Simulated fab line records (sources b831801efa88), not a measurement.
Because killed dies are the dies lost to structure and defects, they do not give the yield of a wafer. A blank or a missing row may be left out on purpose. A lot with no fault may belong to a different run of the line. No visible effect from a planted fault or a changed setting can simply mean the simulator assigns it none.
fab line records    flow sky130
record lots=13  wafers=39  last-day=50
route steps=708 shown PWDE@55 VT_ADJUST_HVTP@96 VT_ADJUST_LVTN@107 METAL3@533 PAD_OPEN@708
lots with no fault: from the same line, run without faults
start-h: hours from the record's first day to the start of the lot's first wafer shown    wait-h: how many hours have passed since the lot's step before this one    " as in the row above    L1.1+2: several wafers, shown together as one row    - no value present, or no start provided    * or withheld: withheld    < > ~ a bound
route shown NAME@n: a module of which the file shows steps, and the number in the route of the first    usual: mean/standard deviation of fault-free wafers    same: alike in all rows    chamber/n: place in a boat    sites: each site's reading    _std_site: how widely they spread, as a standard deviation    _edge_site: inner sites' mean taken away from outer sites' mean    radius-mm: for every site, how far away it sits from the centre of the wafer    mask NAME#n: copy n    behind: the tool/chamber that last shaped the wafer    hold: what put the lot on hold/how long, in hours/how the hold closed    device: which transistor (n, p or np) failed to switch    end of line: the route-end tests of the same wafers    a step without rows: its recipe alone    killed: dies that structure and defects cost at the first sort, which is not the same as the wafer's yield    map: a wafer's dies, marking killed ones x, the rest . and places with no die _
set.NAME: the setting the step ran with; set.NAME@STEP: the setting that earlier step ran with    model.NAME: the simulator's own value behind a step, which no gauge read
one table for each step of the route and one row for each wafer, over a sample of lots
services: when a tool's chamber went out of use (start-h, in hours from the record's first day, below 0 if earlier), for how many hours, and the reason
## steps
# step SKY_PWDE_TW_MEAS_10
# usual PWDE_TW=375.0/2.5
lot.wafer  tool           chamber  start-h  wait-h  PWDE_TW
L905.4     film-metro-03  -        69.79    0.1     371.2
L905.5     "              -        "        "       374.1
L905.6     "              -        "        "       371.8
L908.1     film-metro-02  -        85.91    0.1     374.6
L908.3     "              -        "        "       375.1
L908.5     "              -        "        "       375.9
L909.2     film-metro-03  -        91.27    0.1     370.5
L909.4     "              -        "        "       369.5
L909.5     "              -        "        "       369.4
L911.1     film-metro-02  -        102.88   0.1     373.5
L911.3     "              -        "        "       372.9
L911.5     "              -        "        "       372.0
L912.2     film-metro-02  -        107.89   0.1     375.2
L912.3     "              -        "        "       375.1
L912.4     "              -        "        "       373.7
L913.3     film-metro-03  -        114.27   0.1     375.1
L913.4     "              -        "        "       374.5
L913.6     "              -        "        "       374.5
L916.2     film-metro-01  -        134.67   0.1     377.8
L916.3     "              -        "        "       376.1
L916.4     "              -        "        "       377.6
L920.2     film-metro-02  -        153.92   0.1     374.2
L920.4     "              -        "        "       371.9
L920.6     "              -        "        "       375.7
L924.2     film-metro-03  -        177.52   0.1     375.8
L924.4     "              -        "        "       376.4
L924.5     "              -        "        "       375.7
L925.1     film-metro-03  -        185.10   0.1     374.9
L925.3     "              -        "        "       375.2
L925.4     "              -        "        "       375.8
L926.4     film-metro-02  -        189.39   0.1     373.4
L926.5     "              -        "        "       376.3
L926.6     "              -        "        "       372.0
L927.1     film-metro-01  -        194.73   0.1     377.3
L927.4     "              -        "        "       376.1
L927.6     "              -        "        "       376.8
L928.1     film-metro-03  -        201.68   0.1     373.3
L928.4     "              -        "        "       375.7
L928.6     "              -        "        "       373.4
# step SKY_VT_ADJUST_HVTP_TW_MEAS_11
# usual VT_ADJUST_HVTP_TW=1355/12
lot.wafer  tool           chamber  start-h  wait-h  VT_ADJUST_HVTP_TW
L905.4     film-metro-03  -        123.73   0.1     1366
L905.5     "              -        "        "       1366
L905.6     "              -        "        "       1370
L908.1     film-metro-01  -        144.91   0.1     1368
L908.3     "              -        "        "       1369
L908.5     "              -        "        "       1367
L909.2     film-metro-04  -        147.70   0.1     1347
L909.4     "              -        "        "       1344
L909.5     "              -        "        "       1346
L911.1     film-metro-04  -        162.20   0.1     1344
L911.3     "              -        "        "       1347
L911.5     "              -        "        "       1348
L912.2     film-metro-01  -        167.09   0.1     1367
L912.3     "              -        "        "       1364
L912.4     "              -        "        "       1365
L913.3     film-metro-01  -        173.05   0.1     1362
L913.4     "              -        "        "       1367
L913.6     "              -        "        "       1375
L916.2     film-metro-04  -        193.95   0.1     1344
L916.3     "              -        "        "       1338
L916.4     "              -        "        "       1343
L920.2     film-metro-03  -        215.59   0.1     1356
L920.4     "              -        "        "       1356
L920.6     "              -        "        "       1360
L924.2     film-metro-04  -        242.50   0.1     1346
L924.4     "              -        "        "       1345
L924.5     "              -        "        "       1349
L925.1     film-metro-01  -        252.28   0.1     1371
L925.3     "              -        "        "       1369
L925.4     "              -        "        "       1371
L926.4     film-metro-04  -        258.43   0.1     1346
L926.5     "              -        "        "       1343
L926.6     "              -        "        "       1344
L927.1     film-metro-04  -        262.61   0.1     1343
L927.4     "              -        "        "       1340
L927.6     "              -        "        "       1352
L928.1     film-metro-04  -        272.19   0.1     1338
L928.4     "              -        "        "       1334
L928.6     "              -        "        "       1337
# step SKY_VT_ADJUST_LVTN_TW_MEAS_10
# usual VT_ADJUST_LVTN_TW=241.8/1.7
lot.wafer  tool           chamber  start-h  wait-h  VT_ADJUST_LVTN_TW
L905.4     film-metro-02  -        143.44   0.1     241.4
L905.5     "              -        "        "       241.6
L905.6     "              -        "        "       242.4
L908.1     film-metro-04  -        164.10   0.1     239.5
L908.3     "              -        "        "       239.9
L908.5     "              -        "        "       240.5
L909.2     film-metro-02  -        167.61   0.1     242.0
L909.4     "              -        "        "       242.0
L909.5     "              -        "        "       242.6
L911.1     film-metro-04  -        181.85   0.1     239.0
L911.3     "              -        "        "       239.6
L911.5     "              -        "        "       238.1
L912.2     film-metro-02  -        186.06   0.1     242.1
L912.3     "              -        "        "       242.6
L912.4     "              -        "        "       242.5
L913.3     film-metro-02  -        192.59   0.1     243.6
L913.4     "              -        "        "       244.6
L913.6     "              -        "        "       242.9
L916.2     film-metro-02  -        215.17   0.1     244.1
L916.3     "              -        "        "       244.5
L916.4     "              -        "        "       243.4
L920.2     film-metro-04  -        239.17   0.1     239.2
L920.4     "              -        "        "       239.9
L920.6     "              -        "        "       238.1
L924.2     film-metro-02  -        265.26   0.1     242.3
L924.4     "              -        "        "       242.0
L924.5     "              -        "        "       242.6
L925.1     film-metro-03  -        276.54   0.1     243.4
L925.3     "              -        "        "       242.6
L925.4     "              -        "        "       243.1
L926.4     film-metro-03  -        283.49   0.1     243.4
L926.5     "              -        "        "       242.1
L926.6     "              -        "        "       243.0
L927.1     film-metro-02  -        287.61   0.1     242.9
L927.4     "              -        "        "       242.7
L927.6     "              -        "        "       243.4
L928.1     film-metro-03  -        297.40   0.1     242.8
L928.4     "              -        "        "       241.6
L928.6     "              -        "        "       241.9
# step SKY_METAL3_SPUTTER_01
# recipe material=TiN  target-thk-nm=20  power-w=6500  time-s=16.7  chamber-pressure-pa=0.4
# usual cathode-dc-power-W=6499.9/1.3  throttle-valve-pct=30.1/1
lot.wafer  tool            chamber  start-h  wait-h  cathode-dc-power-W  throttle-valve-pct
L905.4     pvd-sputter-02  -        847.47   0.0     6499.4              30.1
L905.5     "               -        "        "       6501.4              31.5
L905.6     "               -        "        "       6498.4              29.0
L908.1     pvd-sputter-02  -        872.83   0.0     6501.9              30.8
L908.3     "               -        "        "       6498.2              29.4
L908.5     "               -        "        "       6502.3              30.5
L909.2     pvd-sputter-02  -        877.42   0.0     6498.3              29.0
L909.4     "               -        "        "       6499.6              31.1
L909.5     "               -        "        "       6497.7              29.3
L911.1     pvd-sputter-04  -        899.63   0.0     6502.0              28.5
L911.3     "               -        "        "       6501.9              29.0
L911.5     "               -        "        "       6497.7              29.5
L912.2     pvd-sputter-03  -        904.62   0.0     6499.9              31.4
L912.3     "               -        "        "       6498.2              28.7
L912.4     "               -        "        "       6501.5              30.3
L913.3     pvd-sputter-02  -        915.33   0.0     6973.4              30.0
L913.4     "               -        "        "       6501.0              31.6
L913.6     "               -        "        "       6498.7              29.0
L916.2     pvd-sputter-02  -        932.13   0.0     6501.1              31.5
L916.3     "               -        "        "       6974.4              30.2
L916.4     "               -        "        "       6498.4              30.7
L920.2     pvd-sputter-03  -        962.69   0.0     6498.0              31.4
L920.4     "               -        "        "       6499.6              28.6
L920.6     "               -        "        "       6499.6              30.2
L924.2     pvd-sputter-04  -        984.26   0.0     6499.2              28.2
L924.4     "               -        "        "       6501.5              29.3
L924.5     "               -        "        "       6501.2              29.3
L925.1     pvd-sputter-02  -        994.28   0.0     6498.4              31.5
L925.3     "               -        "        "       6501.3              29.3
L925.4     "               -        "        "       6501.7              31.1
L926.4     pvd-sputter-03  -        1002.44  0.0     6499.6              31.4
L926.5     "               -        "        "       6498.9              30.2
L926.6     "               -        "        "       6502.3              31.4
L927.1     pvd-sputter-02  -        1008.03  0.0     6497.7              30.7
L927.4     "               -        "        "       6499.4              30.1
L927.6     "               -        "        "       6500.9              31.5
L928.1     pvd-sputter-02  -        1010.48  0.0     6500.0              31.5
L928.4     "               -        "        "       6500.8              30.1
L928.6     "               -        "        "       6500.7              31.6
# step SKY_PAD_OPEN_PROBE_99
# usual defect-limited-yield=82.8/2  killed_at_M0_to_M3=42/7.3  killed_at_M4_up=3.2/1.8  killed-at-contacts=25/5.2  killed-at-front-end=15/4.6  killed-at-other=0.3/0.62  killed-dies=85/9.9  killed-open=46/7.1  killed-short=38/5.7  sort_bin_3_pad_short=0.9/0.42  sort_bin_5_function=10.0/1.5  sort_bin_6_memory=6.3/1.2  sort-n-pass=407/9.9  sort-yield-pct=82.8/2
# same gross-dies=492  killed-at-back-side=0  sort_bin_4_leakage[%]=0  sort_bin_8_speed[%]=0
lot.wafer  tool       chamber  start-h  wait-h  defect-limited-yield[%]  killed_at_M0_to_M3  killed_at_M4_up  killed-at-contacts  killed-at-front-end  killed-at-other  killed-dies  killed-open  killed-short  sort_bin_3_pad_short[%]  sort_bin_5_function[%]  sort_bin_6_memory[%]  sort-n-pass  sort-yield-pct[%]
L913.3     prober-02  -        1129.18  0.2     83.5                     38                  4                23                  15                   1                81           41           40            0.8                      10.2                    5.5                   411          83.5
L913.4     prober-02  -        1129.23  0.2     86.0                     42                  6                12                  9                    0                69           33           33            0.6                      7.7                     5.7                   423          86.0
L913.6     prober-02  -        1129.33  0.2     80.7                     56                  4                20                  15                   0                95           53           42            0.6                      12.0                    6.7                   397          80.7
L916.2     prober-01  -        1140.53  0.1     81.1                     43                  2                27                  21                   0                93           49           44            1.2                      11.4                    6.3                   399          81.1
L916.3     prober-01  -        1140.58  0.2     81.3                     40                  3                31                  18                   0                92           56           36            2.2                      11.4                    5.1                   400          81.3
L916.4     prober-01  -        1140.63  0.2     82.1                     48                  4                22                  13                   1                88           45           43            1.0                      11.2                    5.7                   404          82.1
L920.2     prober-01  -        1165.10  0.1     84.1                     35                  2                28                  12                   1                78           46           32            0.4                      8.9                     6.5                   414          84.1
L920.4     prober-01  -        1165.20  0.2     86.2                     29                  4                27                  8                    0                68           38           30            0.8                      8.1                     4.9                   424          86.2
L920.6     prober-01  -        1165.30  0.2     82.1                     52                  3                22                  11                   0                88           47           41            1.0                      9.8                     7.1                   404          82.1
L924.2     prober-01  -        1180.64  0.1     82.7                     38                  2                29                  16                   0                85           48           37            1.2                      9.3                     6.7                   407          82.7
L924.4     prober-01  -        1180.74  0.2     83.5                     35                  3                23                  20                   0                81           43           38            0.8                      10.2                    5.5                   411          83.5
L924.5     prober-01  -        1180.79  0.2     83.9                     40                  4                20                  14                   1                79           42           35            0.6                      9.1                     6.3                   413          83.9
L926.4     prober-01  -        1191.82  0.2     84.1                     40                  2                19                  17                   0                78           46           32            1.2                      8.7                     5.9                   414          84.1
L926.5     prober-01  -        1191.87  0.2     80.7                     43                  3                31                  18                   0                95           51           44            1.0                      11.6                    6.7                   397          80.7
L926.6     prober-01  -        1191.92  0.2     83.3                     35                  2                26                  18                   1                82           49           33            0                        10.8                    5.9                   410          83.3
# killed by level:class
L913.3 VIA1:geometric-particle:open=10 CONTACT:geometric-particle:short=6 CONTACT:geometric-particle:open=6 METAL2:geometric-particle:short=6 LI_CONTACT:geometric-particle:open=5 LOCAL_INTERCONNECT:geometric-particle:short=4 POLY_GATE:geometric-particle:short=4 POLY_GATE:geometric-particle:open=4
L913.4 VIA1:geometric-particle:open=8 METAL1:geometric-particle:short=6 VIA3:geometric-particle:open=6 METAL2:geometric-particle:short=5 VIA2:geometric-particle:open=5 FIELD_ISO:geometric-particle:short=4 CONTACT:geometric-particle:open=4 LI_CONTACT:geometric-particle:open=3
L913.6 VIA1:geometric-particle:open=16 CONTACT:geometric-particle:open=10 METAL2:geometric-particle:short=7 VIA3:geometric-particle:open=7 VIA1:geometric-particle:short=6 METAL1:geometric-particle:short=5 FIELD_ISO:geometric-particle:short=4 VIA2:geometric-particle:open=4
L916.2 VIA1:geometric-particle:open=10 CONTACT:geometric-particle:open=9 FIELD_ISO:geometric-particle:open=7 VIA2:geometric-particle:open=7 LI_CONTACT:geometric-particle:open=6 LOCAL_INTERCONNECT:geometric-particle:short=6 METAL1:geometric-particle:short=6 FIELD_ISO:geometric-particle:short=5
L916.3 VIA1:geometric-particle:open=14 LI_CONTACT:geometric-particle:open=9 CONTACT:geometric-particle:open=9 CONTACT:geometric-particle:short=6 METAL1:geometric-particle:short=5 FIELD_ISO:geometric-particle:open=4 VIA1:geometric-particle:short=4 POLY_GATE:geometric-particle:short=4
L916.4 VIA1:geometric-particle:open=11 LI_CONTACT:geometric-particle:open=9 CONTACT:geometric-particle:short=6 METAL1:geometric-particle:short=6 METAL2:geometric-particle:short=6 VIA2:geometric-particle:open=6 POLY_GATE:geometric-particle:open=4 VIA3:geometric-particle:open=4
L920.2 CONTACT:geometric-particle:open=12 CONTACT:geometric-particle:short=7 VIA1:geometric-particle:open=7 LI_CONTACT:geometric-particle:open=6 METAL2:geometric-particle:short=6 VIA3:geometric-particle:open=5 VIA1:geometric-particle:short=4 VIA2:geometric-particle:open=4
L920.4 CONTACT:geometric-particle:open=13 VIA3:geometric-particle:open=7 CONTACT:geometric-particle:short=6 VIA1:geometric-particle:open=4 METAL2:geometric-particle:short=4 FIELD_ISO:geometric-particle:short=3 LI_CONTACT:geometric-particle:open=3 LOCAL_INTERCONNECT:geometric-particle:short=3
L920.6 VIA1:geometric-particle:open=11 CONTACT:geometric-particle:open=8 METAL2:geometric-particle:short=7 VIA2:geometric-particle:open=6 METAL1:geometric-particle:short=6 VIA1:geometric-particle:short=6 LI_CONTACT:geometric-particle:open=5 VIA3:geometric-particle:open=5
L924.2 LI_CONTACT:geometric-particle:open=10 VIA1:geometric-particle:open=8 CONTACT:geometric-particle:open=7 VIA1:geometric-particle:short=6 VIA2:geometric-particle:open=6 FIELD_ISO:geometric-particle:short=5 FIELD_ISO:geometric-particle:open=5 METAL2:geometric-particle:short=5
L924.4 CONTACT:geometric-particle:open=10 VIA1:geometric-particle:open=7 FIELD_ISO:geometric-particle:open=6 VIA3:geometric-particle:open=6 POLY_GATE:geometric-particle:open=5 LOCAL_INTERCONNECT:geometric-particle:short=5 CONTACT:geometric-particle:short=4 METAL2:geometric-particle:short=4
L924.5 VIA1:geometric-particle:open=9 METAL2:geometric-particle:short=8 VIA3:geometric-particle:open=6 CONTACT:geometric-particle:open=5 POLY_GATE:geometric-particle:open=4 LOCAL_INTERCONNECT:geometric-particle:open=4 LOCAL_INTERCONNECT:geometric-particle:short=4 METAL1:geometric-particle:open=4
L926.4 VIA1:geometric-particle:open=12 METAL2:geometric-particle:short=6 FIELD_ISO:geometric-particle:short=5 VIA3:geometric-particle:open=5 LI_CONTACT:geometric-particle:open=5 CONTACT:geometric-particle:open=5 VIA2:geometric-particle:open=5 CONTACT:geometric-particle:short=4
L926.5 CONTACT:geometric-particle:open=15 VIA1:geometric-particle:open=12 FIELD_ISO:geometric-particle:short=8 VIA2:geometric-particle:open=8 LI_CONTACT:geometric-particle:open=6 CONTACT:geometric-particle:short=5 METAL2:geometric-particle:short=5 VIA3:geometric-particle:short=5
L926.6 VIA1:geometric-particle:open=11 CONTACT:geometric-particle:open=8 FIELD_ISO:geometric-particle:open=7 VIA2:geometric-particle:open=7 LI_CONTACT:geometric-particle:open=6 LOCAL_INTERCONNECT:geometric-particle:short=6 VIA3:geometric-particle:open=4 FIELD_ISO:geometric-particle:short=3
## services
tool            chamber  start-h  hours  kind
pvd-sputter-02  -        880.44   0.7    repair
pvd-sputter-03  -        967.12   17.7   repair
## key
first-sign step=SKY_METAL3_SPUTTER_01  reading=cathode-dc-power-W  direction=up  sigmas=99+  usual=6499.9  struck=6973.9
effect none on later readings
met-at SKY_METAL3_SPUTTER_01
struck-lots L913,L916
struck-wafers L913.3,L916.3
not-acting-at SKY_PWDE_TW_MEAS_10,SKY_VT_ADJUST_HVTP_TW_MEAS_11,SKY_VT_ADJUST_LVTN_TW_MEAS_10
onset-between 847.47 915.33
fault kind=process-parameter-drift  tool=pvd-sputter-02  chamber=-  onset-h=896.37  steps=SKY_METAL3_SPUTTER_01  channel=power-w  offset=*  shape=step  end-h=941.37  acts-in=*  stated=*  scope=struck-wafers-only
